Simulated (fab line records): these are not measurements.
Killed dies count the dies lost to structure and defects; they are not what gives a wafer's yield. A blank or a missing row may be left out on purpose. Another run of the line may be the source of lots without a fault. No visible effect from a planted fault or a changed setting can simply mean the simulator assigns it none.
What tool caused it?	flow sky130	33 wafers from 11 lots sampled at 2 of the route's 708 steps

WHAT EACH GAUGE READ, for each wafer
SKY_SPACER_THK_MEAS_01.
lot	measured	on	SPACER_CVD_00_THK (nm)
L340	day 23 08:08	filmMetro-01	43.0 42.6 42.5
L341	day 24 21:05	filmMetro-03	43.2 43.1 43.1
L342	day 24 23:08	filmMetro-03	43.1 43.4 43.1
L344	day 25 00:20	filmMetro-01	42.8 43.2 43.1
L345	day 25 00:20	filmMetro-04	42.6 42.8 42.4
L347	day 25 19:28	filmMetro-01	42.7 42.4 42.5
L348	day 26 05:04	filmMetro-03	43.4 43.1 43.2
L351	day 27 07:22	filmMetro-03	39.5 39.6 39.9
L360	day 30 04:43	filmMetro-01	43.3 43.4 43.4
L361	day 30 09:20	filmMetro-03	42.7 43.1 42.9
L362	day 30 15:12	filmMetro-03	42.2 42.2 42.0

WHAT TOOL EACH LOT RAN ON (gives the tool, then ch and the chambers of the sampled wafers, and finally the start)
lot	SKY_SPACER_CVD_00
L340	lpcvd-02 ch 0, day 23 06:19
L341	lpcvd-02 ch 1, day 24 19:52
L342	lpcvd-02 ch 0, day 24 21:55
L344	lpcvd-02 ch 0, day 24 23:07
L345	lpcvd-02 ch 1, day 24 23:07
L347	lpcvd-02 ch 0, day 25 18:16
L348	lpcvd-02 ch 1, day 26 03:52
L351	lpcvd-02 ch 1, day 27 06:10
L360	lpcvd-02 ch 1, day 30 02:55
L361	lpcvd-02 ch 1, day 30 08:06
L362	lpcvd-02 ch 1, day 30 14:00
- SKY_SPACER_CVD_00: deposits Si3N4 from DCS/NH3, target thk 43.1 nm, time 740 s.

THE ANSWER, worked out from the rows above alone
Rule: usual is defined by the lots themselves. Put in order of their means at a reading, lots are off if they are a third of the lots or fewer, leave a main group of 4 or more, and stand apart from it by a gap of 3 or more times the standard deviation of the main group's means; of several such gaps the widest counts. A main group whose means are all the same, to the digits that the tables above print for the reading, isn't used. Also off: a lot with no number at a reading for which 4 or more lots have one. The other lots that the step has rows for count as sound.
Off: L351, at SKY_SPACER_THK_MEAS_01 (SPACER_CVD_00_THK). The main group: mean 42.9 nm, standard deviation 0.37.
A tool fits if, at a process step before that reading, it ran every lot that is off, and no sound lot after the first of them. The gauges at SKY_SPACER_THK_MEAS_01 are tried like those tools. Of those tried, none fits.

WHAT THE SIMULATOR HAD PUT IN
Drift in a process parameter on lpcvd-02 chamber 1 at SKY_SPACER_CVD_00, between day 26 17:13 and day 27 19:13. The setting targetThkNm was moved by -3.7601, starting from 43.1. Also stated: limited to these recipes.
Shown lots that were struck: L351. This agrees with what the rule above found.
